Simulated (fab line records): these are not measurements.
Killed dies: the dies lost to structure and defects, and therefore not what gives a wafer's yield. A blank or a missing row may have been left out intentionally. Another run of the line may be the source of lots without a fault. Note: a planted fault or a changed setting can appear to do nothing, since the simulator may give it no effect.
Lot-split experiment    flow gf180mcu    route with 602 steps; 5 lots, 23 wafers read

== THE SPLIT ITSELF ==
At GF_V4_PEB_12 (peb time 90 s), the setting peb-temp-c was moved away from the recipe's 135 C on 5 of the 23 wafers read, by -2.1% to +2.4%. The other wafers ran this setting at the recipe's value.

== SPLIT TO READING: what lies between them in the file, 1 step ==
- GF_V4_DEVELOP_13: develop time 60 s

== THE READING ==
cd-nm (nm) at GF_V4_CD_MEAS_14, where the cd target is 260 nm. A value of 261.1 nm with a standard deviation of 0.86 nm is what fault-free wafers of this fab line usually give.

wafer   tool, chamber at the split  peb-temp-c as run, C  against the recipe  cd-nm, nm  against lot-mates on the recipe
L074.2  litho-track-03, 0           135                   recipe              260.3      -
L074.3  litho-track-03, 0           135                   recipe              261.1      -
L074.4  litho-track-03, 0           132.1                 -2.1%               252.6      -8.1
L074.5  litho-track-03, 0           132.1                 -2.1%               252.2      -8.5
L074.6  litho-track-03, 0           135                   recipe              260.8      -
L076.1  litho-track-03, 0           135                   recipe              262.9      -
L076.3  litho-track-03, 0           135                   recipe              261.2      -
L076.6  litho-track-03, 0           135                   recipe              261.6      -
L077.1  litho-track-01, 0           135                   recipe              261.0      -
L077.2  litho-track-01, 0           138.2                 +2.4%               269.2      +8.0
L077.4  litho-track-01, 0           138.2                 +2.4%               268.7      +7.5
L077.5  litho-track-01, 0           138.2                 +2.4%               269.4      +8.2
L077.6  litho-track-01, 0           135                   recipe              261.4      -
L079.2  litho-track-03, 0           135                   recipe              260.4      -
L079.3  litho-track-03, 0           135                   recipe              261.1      -
L079.4  litho-track-03, 0           135                   recipe              261.1      -
L079.5  litho-track-03, 0           135                   recipe              260.9      -
L079.6  litho-track-03, 0           135                   recipe              259.0      -
L083.1  litho-track-01, 0           135                   recipe              260.9      -
L083.2  litho-track-01, 0           135                   recipe              261.2      -
L083.3  litho-track-01, 0           135                   recipe              261.0      -
L083.4  litho-track-01, 0           135                   recipe              260.9      -
L083.5  litho-track-01, 0           135                   recipe              261.3      -

FIT RESULTS
A straight line over all 23 wafers: cd-nm changes by +3.64 nm for each +1% of peb-temp-c; r = +0.98; the points scatter about the line by 0.73 nm.
The same after taking each lot's own level away (the mean of its wafers on the recipe; 23 wafers): +3.54 nm for each +1%; r = +0.99; scatter 0.58 nm.
The reading moves by 8.4 nm for the largest change in peb-temp-c, on that fit.
The span of the lots' own levels, 260.50 to 261.90 nm, comes to 1.6 times the standard deviation stated above.
The two slopes agree, so the slope changes little with the lot-to-lot level.
Check: with one of the wafers moved furthest among these (+2.4%) left out of the fit, the line predicts +8.35 nm for it against its lot-mates. Against them it came out at +8 nm.

== THE OTHER SPLITS THESE WAFERS WENT THROUGH ==
Before the reading, these wafers also passed through other splits. Each is held against what the fit with the lots' levels taken away leaves over:
other split on the same wafers  wafers away from the commonest value  r with cd-nm (lot level and that fit taken away)
GF_M4_SPUTTER_00 time-s         10                                    -0.24
GF_M4_SPUTTER_01 time-s         7                                     +0.01
GF_M4_METAL_ETCH_16 time-s      10                                    -0.07
GF_M4_STRIP_17 pressure-mtorr   18                                    -0.14

== THE WHOLE CHAIN: every reading that the file lists as answering this split, in the file's order ==
step              what it does                                                  reading                                                    change (the file's fit)               r (the file's)
GF_V4_CD_MEAS_14  target cd 260 nm                                              cd-nm                                                      +3.57 nm for each +1% of the setting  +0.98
GF_V4_ETCH_16     etches BARC in N2/H2                                          V4.cd-nm (the simulator's own value, which no gauge read)  +3.53 nm for each +1% of the setting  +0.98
GF_V4_ETCH_17     etches SiO2 in C4F8/O2/Ar, stops on TiN, target depth 630 nm  V4.cd-nm (the simulator's own value, which no gauge read)  +3.64 nm for each +1% of the setting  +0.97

== THE FILE'S OWN FIT ==
cd-nm changes by +3.57 nm for each +1% of peb-temp-c, r = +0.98.
